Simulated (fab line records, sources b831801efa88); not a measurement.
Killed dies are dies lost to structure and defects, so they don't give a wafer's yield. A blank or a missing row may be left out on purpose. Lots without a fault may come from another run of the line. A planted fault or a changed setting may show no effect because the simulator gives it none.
fab line records | flow sky130
record lots=5 wafers=15 last_day=50
route steps=708 shown METAL5@677 PASSIVATION@681 PAD_OPEN@694
lots that met no fault: from a run of the same line without faults
start_h: hours from the record's first day to the start of the lot's first wafer shown | wait_h: hours since the lot's step before | " the same as in the row above | L1.1+2: a row that stands for several wafers | - no value, or no start given | * or withheld: withheld | < > ~ a bound
route shown NAME@n: a module of which the file shows steps, and the number in the route of the first | usual: mean/standard deviation of fault-free wafers | same: alike in all rows | chamber/n: place in a boat | sites: the reading at each site | _std_site: their standard deviation | _edge_site: outer sites' mean less inner sites' | radius_mm: how far each site lies from the wafer's centre | mask NAME#n: copy n | behind: the tool/chamber that last shaped the wafer | hold: why the lot was held/for how many hours/how that ended | device: the transistor (n, p or np) that didn't switch | end of line: the same wafers' tests at the end of the route | a step without rows: its recipe alone | killed: dies lost to structure and defects at the first sort, not the wafer's yield | map: a wafer's dies, x killed, . not, _ none there
set.NAME: the setting as run; set.NAME@STEP: as run at that earlier step | model.NAME: the simulator's own value behind a step, which no gauge read
lots at some steps of the route; a table a step, a row a wafer
services: from which hour (start_h, from the record's first day; less than 0 if before it) a tool's chamber was out of use, for how many hours, and why
## steps
# step SKY_METAL5_STRIP_16
# recipe chemistry=O2/N2 power_w=1400 pressure_mtorr=1500 platen_temp_c=withheld o2_flow_sccm=3000 n2_flow_sccm=300 overash_fraction=0.5
# usual drypump_motor_current_A=6.0/0.34 oes_product_au=0.711/0.0045 strip_time_to_endpoint_s=13.09/0.093
# columns lot.wafer tool chamber start_h wait_h drypump_motor_current_A oes_product_au rf_hours_counter_h strip_time_to_endpoint_s
L077.1 plasma_asher-01 0 1043.25 0.2 6.0 0.715 118 13.06
L077.3 " 1 " " 5.6 0.700 - 13.11
L077.5 " 0 " " 6.0 0.713 - 13.09
L080.1 plasma_asher-01 1 1067.25 0.2 5.6 0.712 0 13.08
L080.2 " 0 " " 6.0 0.699 0 12.99
L080.6 " 1 " " 5.6 0.711 - 13.00
L091.2 plasma_asher-02 1 1133.91 0.2 5.9 0.715 101 13.08
L091.4 " 1 " " 5.9 0.709 - 13.16
L091.6 " 0 " " 5.5 0.706 - 13.15
L094.4 plasma_asher-01 1 1148.59 0.1 5.7 0.716 - 13.04
L094.5 " 1 " " 5.6 0.703 - 13.09
L094.6 " 0 " " 6.0 0.708 - 13.13
L097.3 plasma_asher-01 1 1171.09 0.1 5.6 0.708 - 13.22
L097.5 " 0 " " 6.0 0.711 - 13.22
L097.6 " 1 " " 5.7 0.713 - 13.18
# step SKY_METAL5_STRIP_17
# recipe chemistry=post_etch_residue_remover time_s=1200 temp_c=72.5
# columns lot.wafer tool chamber start_h wait_h
L077.1+3+5 wet_bench-04 2 1043.35 0.1
L080.1+2+6 wet_bench-03 3 1067.38 0.1
L091.2+4+6 wet_bench-03 3 1134.01 0.1
L094.4+5+6 wet_bench-03 1 1148.66 0.0
L097.3+5+6 wet_bench-04 2 1171.16 0.0
# step SKY_METAL5_CLEAN_18
# recipe chemistry=IPA time_s=180 temp_c=25
# columns lot.wafer tool chamber start_h wait_h
L077.1+3+5 wet_bench-04 3 1043.70 0.0
L080.1+2+6 wet_bench-01 1 1067.73 0.0
L091.2+4+6 wet_bench-03 3 1134.35 0.0
L094.4+5+6 wet_bench-01 2 1149.00 0.0
L097.3+5+6 wet_bench-01 0 1171.50 0.0
# step SKY_METAL5_CLEAN_19
# recipe chemistry=O3/DIW dry=n2_spin
# columns lot.wafer tool chamber start_h wait_h
L077.1+3+5 wet_bench-03 3 1043.75 0.0
L080.1+2+6 wet_bench-03 1 1067.78 0.0
L091.2+4+6 wet_bench-04 0 1134.41 0.0
L094.4+5+6 wet_bench-03 0 1149.06 0.0
L097.3+5+6 wet_bench-03 3 1171.56 0.0
# step SKY_PASSIVATION_CVD_00
# recipe material=SiO2 target_thk_nm=90 temp_c=400 time_s=withheld rf_w=600
# usual heater_power_outer_w=382/70 heater_power_w=655/92
# columns lot.wafer tool chamber start_h wait_h heater_power_outer_w heater_power_w
L077.1 pecvd-04 2 1043.85 0.0 423 728
L077.3 " 0 " " 460 676
L077.5 " 1 " " 326 566
L080.1 pecvd-02 2 1067.88 0.0 398 714
L080.2 " 0 " " 257 501
L080.6 " 2 " " 405 732
L091.2 pecvd-02 1 1134.51 0.0 360 644
L091.4 " 0 " " 297 576
L091.6 " 1 " " 360 649
L094.4 pecvd-01 2 1149.16 0.0 470 762
L094.5 " 0 " " 304 534
L094.6 " 2 " " 488 791
L097.3 pecvd-02 0 1171.65 0.0 310 574
L097.5 " 1 " " 430 739
L097.6 " 2 " " 453 782
# step SKY_PASSIVATION_THK_MEAS_01
# recipe reads=SiO2_of_PASSIVATION_CVD_00
# usual PASSIVATION_CVD_00_THK=90.1/1.3
# columns lot.wafer tool chamber start_h wait_h PASSIVATION_CVD_00_THK[nm]
L077.1 film_metro-01 - 1043.87 - 90.7
L077.3 " - " " 91.6
L077.5 " - " " 91.6
L080.1 film_metro-02 - 1067.91 - 87.9
L080.2 " - " " 88.3
L080.6 " - " " 90.6
L091.2 film_metro-01 - 1134.54 - 88.4
L091.4 " - " " 89.9
L091.6 " - " " 89.9
L094.4 film_metro-02 - 1149.21 - 89.9
L094.5 " - " " 89.4
L094.6 " - " " 89.4
L097.3 film_metro-01 - 1171.69 - 89.2
L097.5 " - " " 90.0
L097.6 " - " " 91.0
# step SKY_PASSIVATION_CVD_02
# recipe material=Si3N4 target_thk_nm=540 temp_c=400 time_s=withheld rf_w=445
# usual heater_power_outer_w=427/68 heater_power_w=713/93
# columns lot.wafer tool chamber start_h wait_h heater_power_outer_w heater_power_w
L077.1 pecvd-02 1 1043.93 0.1 460 809
L077.3 " 0 " " 384 673
L077.5 " 2 " " 491 816
L080.1 pecvd-04 1 1067.97 0.1 299 553
L080.2 " 2 " " 474 789
L080.6 " 0 " " 499 725
L091.2 pecvd-01 2 1134.59 0.0 532 793
L091.4 " 2 " " 538 840
L091.6 " 0 " " 348 602
L094.4 pecvd-02 0 1149.35 0.1 370 694
L094.5 " 1 " " 423 727
L094.6 " 2 " " 457 803
L097.3 pecvd-04 1 1171.73 0.0 364 639
L097.5 " 2 " " 478 812
L097.6 " 0 " " 470 723
# step SKY_PASSIVATION_THK_MEAS_03
# recipe reads=Si3N4_of_PASSIVATION_CVD_02
# usual PASSIVATION_CVD_02_THK=538/6.2
# columns lot.wafer tool chamber start_h wait_h PASSIVATION_CVD_02_THK[nm]
L077.1 film_metro-01 - 1044.15 - 531
L077.3 " - " " 527
L077.5 " - " " 540
L080.1 film_metro-04 - 1068.19 - 534
L080.2 " - " " 533
L080.6 " - " " 549
L091.2 film_metro-04 - 1134.82 - 529
L091.4 " - " " 535
L091.6 " - " " 547
L094.4 film_metro-04 - 1149.50 - 538
L094.5 " - " " 543
L094.6 " - " " 542
L097.3 film_metro-01 - 1171.98 - 534
L097.5 " - " " 538
L097.6 " - " " 545
# step SKY_PASSIVATION_DEHYDRATE_04
# recipe temp_c=200 time_s=60
# usual plate_temp_C=200.03/0.16 resist_line_temp_C=22.97/0.11
# columns lot.wafer tool chamber start_h wait_h plate_temp_C resist_line_temp_C
L077.1 litho_track-02 0 1054.59 10.4 199.85 23.14
L077.3 " 0 " " 199.95 23.04
L077.5 " 0 " " 200.19 22.99
L080.1 litho_track-04 0 1078.99 10.8 200.00 23.13
L080.2 " 0 " " 199.93 23.09
L080.6 " 0 " " 200.03 23.01
L091.2 litho_track-04 0 1143.71 8.9 199.98 23.07
L091.4 " 0 " " 199.87 22.95
L091.6 " 0 " " 199.79 22.97
L094.4 litho_track-02 0 1157.27 7.8 199.54 22.79
L094.5 " 0 " " 199.63 22.87
L094.6 " 0 " " 199.92 23.07
L097.3 litho_track-03 0 1179.78 7.8 200.39 23.15
L097.5 " 0 " " 200.12 22.89
L097.6 " 0 " " 200.26 22.98
# step SKY_PASSIVATION_HMDS_05
# recipe prime_time_s=60 prime_temp_c=120
# usual resist_line_temp_C=23.01/0.11
# columns lot.wafer tool chamber start_h wait_h resist_line_temp_C
L077.1 litho_track-02 0 1054.74 0.1 22.94
L077.3 " 0 " " 22.95
L077.5 " 0 " " 22.99
L080.1 litho_track-04 0 1079.14 0.1 23.12
L080.2 " 0 " " 22.99
L080.6 " 0 " " 22.82
L091.2 litho_track-04 0 1143.86 0.1 23.06
L091.4 " 0 " " 23.18
L091.6 " 0 " " 22.99
L094.4 litho_track-02 0 1157.42 0.1 23.03
L094.5 " 0 " " 23.06
L094.6 " 0 " " 22.92
L097.3 litho_track-03 0 1179.93 0.1 22.95
L097.5 " 0 " " 23.13
L097.6 " 0 " " 23.08
# step SKY_PASSIVATION_COAT_06
# recipe spin_rpm=2000 resist_thk_nm=3000
# usual resist_line_temp_C=23.01/0.11
# columns lot.wafer tool chamber start_h wait_h resist_line_temp_C
L077.1 litho_track-02 0 1054.89 0.1 22.93
L077.3 " 0 " " 22.82
L077.5 " 0 " " 22.92
L080.1 litho_track-04 0 1079.29 0.1 23.08
L080.2 " 0 " " 23.06
L080.6 " 0 " " 23.01
L091.2 litho_track-04 0 1144.01 0.1 23.08
L091.4 " 0 " " 23.09
L091.6 " 0 " " 23.09
L094.4 litho_track-02 0 1157.57 0.1 22.98
L094.5 " 0 " " 22.90
L094.6 " 0 " " 22.88
L097.3 litho_track-03 0 1180.08 0.1 22.81
L097.5 " 0 " " 23.01
L097.6 " 0 " " 22.97
# step SKY_PASSIVATION_SOFTBAKE_07
# recipe temp_c=110 time_s=withheld
# usual plate_temp_C=110.00/0.13 resist_line_temp_C=22.99/0.11
# columns lot.wafer tool chamber start_h wait_h plate_temp_C resist_line_temp_C
L077.1 litho_track-02 0 1055.04 0.1 109.84 22.98
L077.3 " 0 " " 109.90 22.93
L077.5 " 0 " " 109.95 23.21
L080.1 litho_track-04 0 1079.44 0.1 109.83 22.99
L080.2 " 0 " " 109.76 22.82
L080.6 " 0 " " 110.00 22.90
L091.2 litho_track-04 0 1144.17 0.1 109.89 22.98
L091.4 " 0 " " 110.02 22.87
L091.6 " 0 " " 109.93 22.87
L094.4 litho_track-02 0 1157.75 0.1 110.01 23.09
L094.5 " 0 " " 109.96 23.07
L094.6 " 0 " " 110.03 23.22
L097.3 litho_track-03 0 1180.25 0.1 110.03 22.81
L097.5 " 0 " " 109.91 22.92
L097.6 " 0 " " 109.99 22.89
# step SKY_PASSIVATION_EXPOSE_08
# recipe mask_id=NSM target_cd_nm=3000 na=0.57 dose_mj=260
# columns lot.wafer tool chamber start_h wait_h mask
L077.1+3+5 iline_stepper-01 0 - - NSM#0
L080.1+2+6 iline_stepper-01 0 - - NSM#0
L091.2+4+6 iline_stepper-01 0 - - NSM#0
L094.4+5+6 iline_stepper-01 0 - - NSM#0
L097.3+5+6 iline_stepper-02 0 - - NSM#0
# step SKY_PASSIVATION_PEB_09
# recipe temp_c=115 time_s=withheld
# usual plate_temp_C=115.00/0.12 resist_line_temp_C=22.98/0.13
# columns lot.wafer tool chamber start_h wait_h plate_temp_C resist_line_temp_C
L077.1 litho_track-03 0 - - 114.98 22.99
L077.3 " 0 " " 115.18 22.88
L077.5 " 0 " " 115.07 23.04
L080.1 litho_track-03 0 - - 114.96 22.96
L080.2 " 0 " " 115.16 22.85
L080.6 " 0 " " 114.95 22.84
L091.2 litho_track-04 0 - - 115.10 23.11
L091.4 " 0 " " 115.08 23.10
L091.6 " 0 " " 115.07 23.09
L094.4 litho_track-02 0 - - 115.18 23.00
L094.5 " 0 " " 115.15 23.16
L094.6 " 0 " " 115.04 23.00
L097.3 litho_track-03 0 - - 114.83 23.02
L097.5 " 0 " " 115.07 23.08
L097.6 " 0 " " 115.16 23.06
# step SKY_PASSIVATION_DEVELOP_10
# recipe develop_time_s=60 dev_temp_c=23
# usual resist_line_temp_C=22.99/0.12
# columns lot.wafer tool chamber start_h wait_h resist_line_temp_C
L077.1 litho_track-03 0 - - 23.08
L077.3 " 0 " " 22.81
L077.5 " 0 " " 23.01
L080.1 litho_track-03 0 - - 23.00
L080.2 " 0 " " 23.11
L080.6 " 0 " " 23.03
L091.2 litho_track-04 0 - - 23.08
L091.4 " 0 " " 23.05
L091.6 " 0 " " 22.85
L094.4 litho_track-02 0 - - 22.92
L094.5 " 0 " " 22.92
L094.6 " 0 " " 22.85
L097.3 litho_track-03 0 - - 23.05
L097.5 " 0 " " 23.10
L097.6 " 0 " " 22.99
# step SKY_PASSIVATION_ETCH_11
# recipe chemistry=CF4/O2 target_depth_nm=725 stop_on=AlCu source_w=800 bias_w=150 pressure_mtorr=150 cf4_flow_sccm=80 O2_flow_sccm=10 time_s=161.1
# usual cf4_flow_sccm=79.99/0.25 drypump_motor_current_A=5.7/0.45 oes_product_au=0.975/0.0068 throttle_valve_pct=5.963/0.0083
# columns lot.wafer tool chamber start_h wait_h cf4_flow_sccm drypump_motor_current_A oes_product_au rf_hours_counter_h throttle_valve_pct
L077.1 rie_diel-02 2 1065.28 - 80.09 5.8 0.971 11 5.951
L077.3 " 0 " " 79.93 6.2 0.975 16 5.961
L077.5 " 2 " " 80.08 5.8 0.982 - 5.964
L080.1 rie_diel-03 0 1089.18 - 80.13 6.4 0.970 25 5.967
L080.2 " 3 " " 79.62 5.6 0.970 22 5.959
L080.6 " 3 " " 79.88 5.6 0.974 - 5.960
L091.2 rie_diel-02 2 1152.89 - 80.36 5.8 0.968 14 5.950
L091.4 " 3 " " 80.37 5.3 0.968 22 5.959
L091.6 " 3 " " 80.44 5.3 0.975 - 5.952
L094.4 rie_diel-03 3 1166.75 - 79.93 5.6 0.965 25 5.969
L094.5 " 3 " " 79.98 5.5 0.973 - 5.965
L094.6 " 0 " " 79.92 6.4 0.979 - 5.968
L097.3 rie_diel-03 2 1188.18 - 79.39 4.8 0.972 21 5.954
L097.5 " 1 " " 80.19 5.6 0.964 - 5.959
L097.6 " 2 " " 79.85 4.8 0.975 - 5.959
# step SKY_PASSIVATION_STRIP_12
# recipe chemistry=O2/N2 power_w=1400 pressure_mtorr=1500 platen_temp_c=withheld overash_fraction=0.7 o2_flow_sccm=3000 n2_flow_sccm=300
# usual drypump_motor_current_A=6.0/0.48 oes_product_au=0.661/0.0044 strip_time_to_endpoint_s=31.61/0.17
# columns lot.wafer tool chamber start_h wait_h drypump_motor_current_A oes_product_au rf_hours_counter_h strip_time_to_endpoint_s
L077.1 plasma_asher-04 0 1065.39 0.1 5.3 0.665 29 31.82
L077.3 " 0 " " 5.4 0.662 - 31.81
L077.5 " 1 " " 6.7 0.657 - 31.67
L080.1 plasma_asher-02 0 1089.29 0.1 5.5 0.655 97 31.66
L080.2 " 1 " " 6.0 0.661 97 31.73
L080.6 " 1 " " 6.0 0.658 - 31.74
L091.2 plasma_asher-02 0 1152.99 0.1 5.5 0.659 103 31.59
L091.4 " 1 " " 6.0 0.660 - 31.66
L091.6 " 0 " " 5.5 0.663 - 31.72
L094.4 plasma_asher-02 1 1166.88 0.1 6.0 0.666 - 31.87
L094.5 " 0 " " 5.5 0.669 - 31.78
L094.6 " 1 " " 5.9 0.656 - 31.60
L097.3 plasma_asher-02 1 1188.32 0.1 5.9 0.660 - 31.53
L097.5 " 1 " " 5.9 0.659 - 31.48
L097.6 " 0 " " 5.5 0.661 - 31.33
# step SKY_PAD_OPEN_DEHYDRATE_00
# recipe temp_c=200 time_s=60
# usual plate_temp_C=200.02/0.15 resist_line_temp_C=22.99/0.099
# columns lot.wafer tool chamber start_h wait_h plate_temp_C resist_line_temp_C
L077.1 litho_track-01 0 1075.09 9.7 200.41 22.97
L077.3 " 0 " " 200.08 23.12
L077.5 " 0 " " 200.44 23.22
L080.1 litho_track-03 0 1098.53 9.2 199.92 22.77
L080.2 " 0 " " 199.85 22.86
L080.6 " 0 " " 200.05 23.00
L091.2 litho_track-03 0 1161.31 8.3 200.27 22.90
L091.4 " 0 " " 200.10 22.84
L091.6 " 0 " " 199.95 22.90
L094.4 litho_track-01 0 1174.61 7.7 199.81 22.98
L094.5 " 0 " " 199.83 22.94
L094.6 " 0 " " 199.85 23.11
L097.3 litho_track-02 0 1195.50 7.1 200.05 22.91
L097.5 " 0 " " 199.97 22.87
L097.6 " 0 " " 199.99 22.92
# step SKY_PAD_OPEN_HMDS_01
# recipe prime_time_s=60 prime_temp_c=120
# usual resist_line_temp_C=23.03/0.096
# columns lot.wafer tool chamber start_h wait_h resist_line_temp_C
L077.1 litho_track-01 0 1075.24 0.1 23.16
L077.3 " 0 " " 23.06
L077.5 " 0 " " 23.07
L080.1 litho_track-03 0 1098.68 0.1 22.95
L080.2 " 0 " " 22.93
L080.6 " 0 " " 22.91
L091.2 litho_track-03 0 1161.46 0.1 23.11
L091.4 " 0 " " 23.18
L091.6 " 0 " " 23.11
L094.4 litho_track-01 0 1174.76 0.1 23.12
L094.5 " 0 " " 23.04
L094.6 " 0 " " 23.10
L097.3 litho_track-02 0 1195.65 0.1 22.89
L097.5 " 0 " " 22.95
L097.6 " 0 " " 22.95
# step SKY_PAD_OPEN_COAT_02
# recipe spin_rpm=2000 resist_thk_nm=3000
# usual resist_line_temp_C=22.98/0.1
# columns lot.wafer tool chamber start_h wait_h resist_line_temp_C
L077.1 litho_track-01 0 1075.39 0.1 22.86
L077.3 " 0 " " 22.94
L077.5 " 0 " " 22.79
L080.1 litho_track-03 0 1098.83 0.1 23.01
L080.2 " 0 " " 23.07
L080.6 " 0 " " 22.93
L091.2 litho_track-03 0 1161.61 0.1 22.96
L091.4 " 0 " " 22.97
L091.6 " 0 " " 22.96
L094.4 litho_track-01 0 1174.91 0.1 23.06
L094.5 " 0 " " 22.93
L094.6 " 0 " " 23.01
L097.3 litho_track-02 0 1195.80 0.1 23.01
L097.5 " 0 " " 22.83
L097.6 " 0 " " 22.95
# step SKY_PAD_OPEN_SOFTBAKE_03
# recipe temp_c=110 time_s=withheld
# usual plate_temp_C=110.01/0.13 resist_line_temp_C=23.01/0.099
# columns lot.wafer tool chamber start_h wait_h plate_temp_C resist_line_temp_C
L077.1 litho_track-01 0 1075.54 0.1 109.89 23.07
L077.3 " 0 " " 109.94 23.18
L077.5 " 0 " " 109.85 23.05
L080.1 litho_track-03 0 1098.98 0.1 110.20 23.13
L080.2 " 0 " " 110.25 23.01
L080.6 " 0 " " 109.99 23.04
L091.2 litho_track-03 0 1161.77 0.1 109.97 23.00
L091.4 " 0 " " 109.97 22.93
L091.6 " 0 " " 109.94 22.97
L094.4 litho_track-01 0 1175.09 0.1 109.88 23.00
L094.5 " 0 " " 110.24 23.11
L094.6 " 0 " " 109.98 22.94
L097.3 litho_track-02 0 1195.96 0.1 109.95 23.08
L097.5 " 0 " " 110.09 23.03
L097.6 " 0 " " 109.86 23.28
# step SKY_PAD_OPEN_EXPOSE_04
# recipe mask_id=PDM target_cd_nm=60000 na=0.57 dose_mj=260
# columns lot.wafer tool chamber start_h wait_h mask
L077.1+3+5 iline_stepper-01 0 - - PDM#0
L080.1+2+6 iline_stepper-02 0 - - PDM#0
L091.2+4+6 iline_stepper-02 0 - - PDM#0
L094.4+5+6 iline_stepper-02 0 - - PDM#0
L097.3+5+6 iline_stepper-02 0 - - PDM#0
# step SKY_PAD_OPEN_PEB_05
# recipe temp_c=115 time_s=withheld
# usual plate_temp_C=114.99/0.14 resist_line_temp_C=23.00/0.1
# columns lot.wafer tool chamber start_h wait_h plate_temp_C resist_line_temp_C
L077.1 litho_track-01 0 - - 114.84 22.90
L077.3 " 0 " " 114.85 23.07
L077.5 " 0 " " 115.02 23.06
L080.1 litho_track-02 0 - - 115.05 23.20
L080.2 " 0 " " 114.90 23.07
L080.6 " 0 " " 114.79 23.11
L091.2 litho_track-03 0 - - 115.03 23.03
L091.4 " 0 " " 115.24 23.13
L091.6 " 0 " " 115.10 23.17
L094.4 litho_track-03 0 - - 114.98 23.15
L094.5 " 0 " " 115.03 22.94
L094.6 " 0 " " 115.24 23.07
L097.3 litho_track-03 0 - - 115.11 23.12
L097.5 " 0 " " 114.91 23.06
L097.6 " 0 " " 114.86 23.06
# step SKY_PAD_OPEN_DEVELOP_06
# recipe develop_time_s=60 dev_temp_c=23
# usual resist_line_temp_C=23.01/0.1
# columns lot.wafer tool chamber start_h wait_h resist_line_temp_C
L077.1 litho_track-01 0 - - 23.17
L077.3 " 0 " " 23.03
L077.5 " 0 " " 23.00
L080.1 litho_track-02 0 - - 23.00
L080.2 " 0 " " 23.07
L080.6 " 0 " " 23.13
L091.2 litho_track-03 0 - - 23.02
L091.4 " 0 " " 22.96
L091.6 " 0 " " 22.95
L094.4 litho_track-03 0 - - 22.90
L094.5 " 0 " " 22.87
L094.6 " 0 " " 22.90
L097.3 litho_track-03 0 - - 22.95
L097.5 " 0 " " 22.96
L097.6 " 0 " " 22.92
# step SKY_PAD_OPEN_ETCH_07
# recipe chemistry=CF4/O2 target_depth_nm=725 stop_on=AlCu source_w=800 bias_w=150 pressure_mtorr=150 cf4_flow_sccm=80 O2_flow_sccm=10 time_s=161.1
# usual cf4_flow_sccm=80.02/0.23 drypump_motor_current_A=5.6/0.4 oes_product_au=0.976/0.0066 throttle_valve_pct=5.966/0.011
# columns lot.wafer tool chamber start_h wait_h cf4_flow_sccm drypump_motor_current_A oes_product_au rf_hours_counter_h throttle_valve_pct
L077.1 rie_diel-04 3 1086.24 - 79.97 5.5 0.970 28 5.967
L077.3 " 1 " " 80.50 5.7 0.971 26 5.942
L077.5 " 3 " " 79.89 5.4 0.971 - 5.958
L080.1 rie_diel-03 3 1109.70 - 79.96 5.6 0.967 23 5.964
L080.2 " 1 " " 80.19 5.6 0.981 10 5.959
L080.6 " 1 " " 80.16 5.5 0.984 - 5.972
L091.2 rie_diel-04 3 1170.38 - 80.14 5.4 0.970 2 5.968
L091.4 " 2 " " 80.28 5.6 0.969 15 5.969
L091.6 " 1 " " 79.93 5.7 0.986 - 5.967
L094.4 rie_diel-02 2 1182.98 - 79.51 5.8 0.978 15 5.949
L094.5 " 2 " " 79.98 5.8 0.980 - 5.981
L094.6 " 1 " " 80.73 5.9 0.969 - 5.959
L097.3 rie_diel-03 1 1203.48 - 80.24 5.6 0.969 14 5.964
L097.5 " 2 " " 79.73 4.8 0.973 - 5.976
L097.6 " 3 " " 79.37 5.6 0.980 - 5.965
# step SKY_PAD_OPEN_STRIP_08
# recipe chemistry=O2/N2 power_w=1400 pressure_mtorr=1500 platen_temp_c=withheld overash_fraction=0.7 o2_flow_sccm=3000 n2_flow_sccm=300
# usual drypump_motor_current_A=5.9/0.45 oes_product_au=0.663/0.0045 strip_time_to_endpoint_s=37.06/0.1
# columns lot.wafer tool chamber start_h wait_h drypump_motor_current_A oes_product_au rf_hours_counter_h strip_time_to_endpoint_s
L077.1 plasma_asher-01 1 1086.34 0.1 5.6 0.659 2 37.12
L077.3 " 1 " " 5.6 0.665 - 37.21
L077.5 " 0 " " 6.0 0.666 - 37.13
L080.1 plasma_asher-04 0 1109.80 0.1 5.4 0.671 33 37.14
L080.2 " 1 " " 6.7 0.664 33 37.05
L080.6 " 0 " " 5.4 0.668 - 36.99
L091.2 plasma_asher-04 0 1170.49 0.1 5.4 0.666 38 37.09
L091.4 " 1 " " 6.7 0.669 - 37.11
L091.6 " 0 " " 5.4 0.664 - 36.94
L094.4 plasma_asher-02 0 1183.12 0.1 5.5 0.657 - 37.21
L094.5 " 1 " " 6.0 0.657 - 37.13
L094.6 " 0 " " 5.5 0.658 - 37.09
L097.3 plasma_asher-04 1 1203.62 0.1 6.7 0.673 - 37.12
L097.5 " 0 " " 5.4 0.664 - 37.20
L097.6 " 1 " " 6.7 0.663 - 37.03
# step SKY_PAD_OPEN_STRIP_09
# recipe chemistry=post_etch_residue_remover time_s=1200 temp_c=72.5
# columns lot.wafer tool chamber start_h wait_h
L077.1+3+5 wet_bench-01 2 1086.44 0.1
L080.1+2+6 wet_bench-02 0 1109.90 0.1
L091.2+4+6 wet_bench-02 0 1170.59 0.1
L094.4+5+6 wet_bench-02 2 1183.19 0.0
L097.3+5+6 wet_bench-01 0 1203.69 0.0
# step SKY_PAD_OPEN_CLEAN_10
# recipe chemistry=IPA time_s=180 temp_c=25
# columns lot.wafer tool chamber start_h wait_h
L077.1+3+5 wet_bench-03 1 1086.81 0.0
L080.1+2+6 wet_bench-02 0 1110.27 0.0
L091.2+4+6 wet_bench-02 0 1170.93 0.0
L094.4+5+6 wet_bench-01 1 1184.05 0.1
L097.3+5+6 wet_bench-02 0 1204.03 0.0
# step SKY_PAD_OPEN_CLEAN_11
# recipe chemistry=O3/DIW dry=n2_spin
# columns lot.wafer tool chamber start_h wait_h
L077.1+3+5 wet_bench-02 1 1086.87 0.0
L080.1+2+6 wet_bench-02 1 1110.34 0.0
L091.2+4+6 wet_bench-02 0 1170.99 0.0
L094.4+5+6 wet_bench-01 0 1184.20 0.1
L097.3+5+6 wet_bench-01 1 1204.09 0.0
# step SKY_PAD_OPEN_ANNEAL_12
# recipe temp_c=403.9 time_s=withheld ambient=N2/H2 idle_temp_c=300 ramp_up_c_per_min=8 ramp_down_c_per_min=4
# columns lot.wafer tool chamber start_h wait_h
L077.1+3+5 furnace-01 0 1086.96 0.0
L080.1+2+6 furnace-02 0 1110.44 0.0
L091.2+4+6 furnace-01 0 1171.08 0.0
L094.4+5+6 furnace-01 0 1184.29 0.0
L097.3+5+6 furnace-02 0 1204.19 0.0
# step SKY_PAD_OPEN_BOW_MEAS_13
# recipe mode=bow
# usual PAD_OPEN_BOW=44/8
# columns lot.wafer tool chamber start_h wait_h PAD_OPEN_BOW[um]
L077.1 film_metro-03 - 1088.46 - 44
L077.3 " - " " 52
L077.5 " - " " 49
L080.1 film_metro-03 - 1111.94 - 53
L080.2 " - " " 56
L080.6 " - " " 50
L091.2 film_metro-02 - 1172.60 - 32
L091.4 " - " " 37
L091.6 " - " " 29
L094.4 film_metro-02 - 1185.85 - 28
L094.5 " - " " 39
L094.6 " - " " 42
L097.3 film_metro-03 - 1205.73 - 45
L097.5 " - " " 43
L097.6 " - " " 40
## services
# columns tool chamber start_h hours kind
wet_bench-04 - 1020.16 4.3 repair
rie_diel-02 0 1023.47 1.5 repair
furnace-02 - 1039.32 5.6 repair
iline_stepper-01 - 1041.21 1.7 pm
rie_diel-02 0 1043.97 7.4 repair
furnace-01 - 1044.88 2.7 pm
rie_diel-03 2 1048.92 9.0 repair
furnace-01 - 1052.50 4.0 repair
plasma_asher-01 - 1055.25 9.0 pm
iline_stepper-02 - 1071.63 4.3 pm
rie_diel-02 - 1078.57 14.6 pm
iline_stepper-02 - 1079.10 2.5 repair
pecvd-04 2 1080.74 7.6 repair
wet_bench-03 - 1093.71 4.4 pm
wet_bench-03 - 1123.45 7.5 repair
pecvd-02 - 1126.30 0.8 repair
iline_stepper-02 - 1132.69 1.7 pm
iline_stepper-01 - 1155.11 2.1 pm
plasma_asher-04 - 1157.04 1.7 repair
iline_stepper-01 - 1168.47 4.4 pm
furnace-01 - 1177.27 3.8 pm
rie_diel-03 0 1198.00 5.6 repair
wet_bench-01 - 1200.38 1.3 repair
furnace-01 - 1202.76 2.0 pm
## key
fault none
